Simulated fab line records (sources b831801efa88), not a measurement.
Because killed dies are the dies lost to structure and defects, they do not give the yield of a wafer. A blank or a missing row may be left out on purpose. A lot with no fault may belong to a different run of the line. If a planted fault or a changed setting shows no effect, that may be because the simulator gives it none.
The same fault as seen by 2 desks || flow gf180mcu || only its own numbers are on each desk; what lay behind them is given at the end

THE TOOL OWNER'S DESK: furnace-01
The tool's own readings at GF_DUAL_GATE_OXIDATION_15 (stabilise 600 s, purge 300 s, target thk 7.098 nm): means of the sampled wafers that have a number, for each lot that ran on this tool. If a lot's mean is further than 4 standard deviations from the usual mean, the lot is out of limits and carries the mark OUT (the distance appears in the brackets).
Columns: A = spike tc centre C at GF_DUAL_GATE_OXIDATION_15, usual 850.5 C; B = spike tc upper C at GF_DUAL_GATE_OXIDATION_15, usual 850.3 C; C = tube_center_temp_C_max at GF_DUAL_GATE_OXIDATION_15, usual 852.2; D = zone power lower pct at GF_DUAL_GATE_OXIDATION_15, usual 14.66 %; E = zone power top pct at GF_DUAL_GATE_OXIDATION_15, usual 31.0 %; F = zone power upper pct at GF_DUAL_GATE_OXIDATION_15, usual 16.0 %
{"lot": "L909", "first seen here": "day 9 20:46", "A": 850.2, "B": 850.0, "C": 852.1, "D": 14.24, "E": 30.8, "F": 15.4}
{"lot": "L911", "first seen here": "day 10 16:06", "A": 850.9, "B": 849.1, "C": 852.2, "D": 14.64, "E": 31.0, "F": 15.4}
{"lot": "L916", "first seen here": "day 11 17:38", "A": 851.6, "B": 850.1, "C": 852.2, "D": 14.55, "E": 30.8, "F": 15.5}
{"lot": "L921", "first seen here": "day 12 22:50", "A": "856.0 (+5.6) OUT", "B": "810.9 (-40) OUT", "C": 852.2, "D": 13.85, "E": "38.7 (+17) OUT", "F": "2.0 (-16) OUT"}
{"lot": "L922", "first seen here": "day 13 11:35", "A": "854.6 (+4.3) OUT", "B": "810.1 (-41) OUT", "C": 852.2, "D": 13.86, "E": "38.8 (+17) OUT", "F": "2.0 (-16) OUT"}
This desk's verdict: out of limits on L921, L922, starting with L921 at day 12 22:50 (spike tc centre C at GF_DUAL_GATE_OXIDATION_15). L909, L911, L916 stayed within limits.

THE METROLOGY DESK
Means of the sampled wafers that have a number, per lot and without regard to the tool the lot ran on: this is what the gauges read. If a lot's mean is further than 4 standard deviations from the usual mean, the lot is out of limits and carries the mark OUT (the distance appears in the brackets).
Columns: A = DUAL_GATE_OXIDATION_00_THK at GF_DUAL_GATE_THK_MEAS_03, usual 10.96 nm; B = DUAL_GATE_OVL at GF_DUAL_GATE_OVL_MEAS_11, usual 0.2 nm
{"lot": "L909", "first seen here": "day 8 21:41", "A": 10.91, "B": 2.8}
{"lot": "L911", "first seen here": "day 9 17:53", "A": 10.76, "B": -0.5}
{"lot": "L915", "first seen here": "day 11 00:16", "A": 11.16, "B": 0.4}
{"lot": "L916", "first seen here": "day 11 00:19", "A": 11.34, "B": -1.2}
{"lot": "L921", "first seen here": "day 12 03:34", "A": 10.74, "B": -0.2}
{"lot": "L922", "first seen here": "day 12 15:55", "A": 10.86, "B": -1.2}
This desk's verdict: no lot among the 6 shows anything out of limits.

BROUGHT TOGETHER
The tool owner's desk could have raised an alarm at day 12 22:50, on L921, L922.
Metrology desk: nothing out of limits seen.
The metrology desk has L921, L922 on record, within its limits.
On furnace-01, each named lot ran GF_DUAL_GATE_OXIDATION_15.

WHAT WAS PUT IN BY THE SIMULATOR
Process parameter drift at GF_DUAL_GATE_OXIDATION_15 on furnace-01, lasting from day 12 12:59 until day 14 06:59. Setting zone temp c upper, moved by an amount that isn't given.
Struck lots among those shown: L921, L922.
Delay in hours, fault start to first out-of-limits reading, by desk: the tool owner's desk at 10.
